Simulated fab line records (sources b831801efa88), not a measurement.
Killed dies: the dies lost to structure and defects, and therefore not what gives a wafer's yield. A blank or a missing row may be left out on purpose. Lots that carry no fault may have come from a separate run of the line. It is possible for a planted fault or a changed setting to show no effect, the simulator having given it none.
Which of the tools did it?	flow sky130	14 lots, 42 wafers sampled, at 4 steps of a route of 708

== WHAT THE GAUGES READ, wafer by wafer ==
SKY_VIA1_THK_MEAS_23: measures by xrf. Usual: VIA1_W_THK gives 273 nm (standard deviation 4.7).
lot	measured	on	VIA1_W_THK (nm)	flag
L314	day 33 20:57	film metro-03	274 277 285	
L315	day 34 06:46	film metro-02	265 273 270	
L316	day 34 16:39	film metro-03	274 280 274	
L317	day 34 20:15	film metro-04	279 274 279	
L319	day 35 18:30	film metro-04	271 273 273	
L320	day 35 19:34	film metro-02	268 269 273	
L321	day 36 05:35	film metro-02	273 269 275	
L322	day 36 18:15	film metro-02	271 271 271	
L324	day 37 06:00	film metro-02	267 267 267	
L325	day 37 15:05	film metro-03	283 279 283	
L326	day 37 22:35	film metro-04	273 275 275	
L331	day 40 02:28	film metro-02	273 265 271	
L333	day 40 09:22	film metro-03	271 278 273	
L336	day 40 20:44	film metro-02	273 268 272	

SKY_METAL2_OVL_MEAS_16. Usual: METAL2_OVL gives 1 nm (standard deviation 6.6).
lot	measured	on	METAL2_OVL (nm)	flag
L314	day 35 00:04	overlay-01	6 6 8	
L315	day 35 09:55	overlay-02	4 7 5	
L316	day 35 20:20	overlay-02	-2 -7 -2	
L317	day 35 23:11	overlay-02	-10 4 0	
L319	day 36 21:16	overlay-02	-6 2 -9	
L320	day 36 22:00	overlay-01	-7 -7 -8	
L321	day 37 08:19	overlay-01	-6 2 0	
L322	day 37 19:41	overlay-01	5 0 -1	
L324	day 38 08:24	overlay-02	-4 -3 -7	
L325	day 38 17:46	overlay-02	5 14 3	
L326	day 39 01:19	overlay-02	9 -4 -2	
L331	day 41 02:47	overlay-02	12 11 13	
L333	day 41 09:49	overlay-02	7 6 -1	
L336	day 41 20:55	overlay-01	8 -3 2	

SKY_VIA2_THK_MEAS_23: measures by xrf. Usual: VIA2_W_THK gives 432 nm (standard deviation 6.8).
lot	measured	on	VIA2_W_THK (nm)	flag
L314	day 36 05:21	film metro-03	441 441 433	
L315	day 36 14:04	film metro-03	439 427 424	
L316	day 37 01:43	film metro-04	435 433 437	
L317	day 37 04:11	film metro-01	422 423 429	
L319	day 38 01:06	film metro-01	422 423 426	
L320	day 38 02:11	film metro-01	424 429 421	
L321	day 38 13:12	film metro-01	433 432 422	
L322	day 38 23:45	film metro-01	417 426 434	
L324	day 39 11:45	film metro-01	428 423 421	
L325	day 39 21:59	film metro-03	435 434 445	
L326	day 40 04:15	film metro-04	441 435 435	
L331	day 42 04:38	film metro-03	423 432 428	
L333	day 42 12:01	film metro-03	432 439 426	
L336	day 42 23:34	film metro-01	440 432 421	

== WHAT TOOL EACH LOT RAN ON (gives the tool, then ch and the chambers of the sampled wafers, and finally the start) ==
lot	SKY_VIA1_HDPCVD_00
L314	hdpcvd-01 ch 0,2, day 32 17:13
L315	hdpcvd-01 ch 1,2, day 33 02:31
L316	hdpcvd-02 ch 0,1, day 33 12:28
L317	hdpcvd-02 ch 0,1,2, day 33 16:56
L319	hdpcvd-02 ch 1,2, day 34 14:02
L320	hdpcvd-01 ch 1,2, day 34 15:32
L321	hdpcvd-02 ch 1,2, day 35 01:16
L322	hdpcvd-02 ch 0,2, day 35 14:09
L324	hdpcvd-01 ch 1,2, day 36 02:06
L325	hdpcvd-01 ch 0,1,2, day 36 10:56
L326	hdpcvd-01 ch 0,1,2, day 36 19:41
L331	hdpcvd-02 ch 0,1, day 38 23:58
L333	hdpcvd-01 ch 1,2, day 39 06:47
L336	hdpcvd-01 ch 0,1, day 39 18:41
- SKY_VIA1_HDPCVD_00: deposits SiO2, target thk 1030 nm, time 171.7 s.

== AS READ BY THE TOOLS THEMSELVES (means over the sampled wafers that have a number; for cases with no such wafer, the mark the record gives instead) ==
The record holds no such reading with a usual standard deviation.

== THE ANSWER, worked out from the rows above alone ==
Rule: take the mean of a lot's wafers that have a number; if it is more than 3 standard deviations from the usual mean, the lot is off. Also off: a lot with no number at a reading for which 4 or more lots have one. The other lots that the step has rows for count as sound. Order of review: gauges by route order, followed by the tools' own readings, for which a lot's mean as printed above is used. At the first step where some lot is off, the reading lying furthest off is the one used; lots without a number count as furthest.
Across all readings shown, no lot is off: no conclusion can be drawn from this.

== WHAT WAS PUT IN BY THE SIMULATOR ==
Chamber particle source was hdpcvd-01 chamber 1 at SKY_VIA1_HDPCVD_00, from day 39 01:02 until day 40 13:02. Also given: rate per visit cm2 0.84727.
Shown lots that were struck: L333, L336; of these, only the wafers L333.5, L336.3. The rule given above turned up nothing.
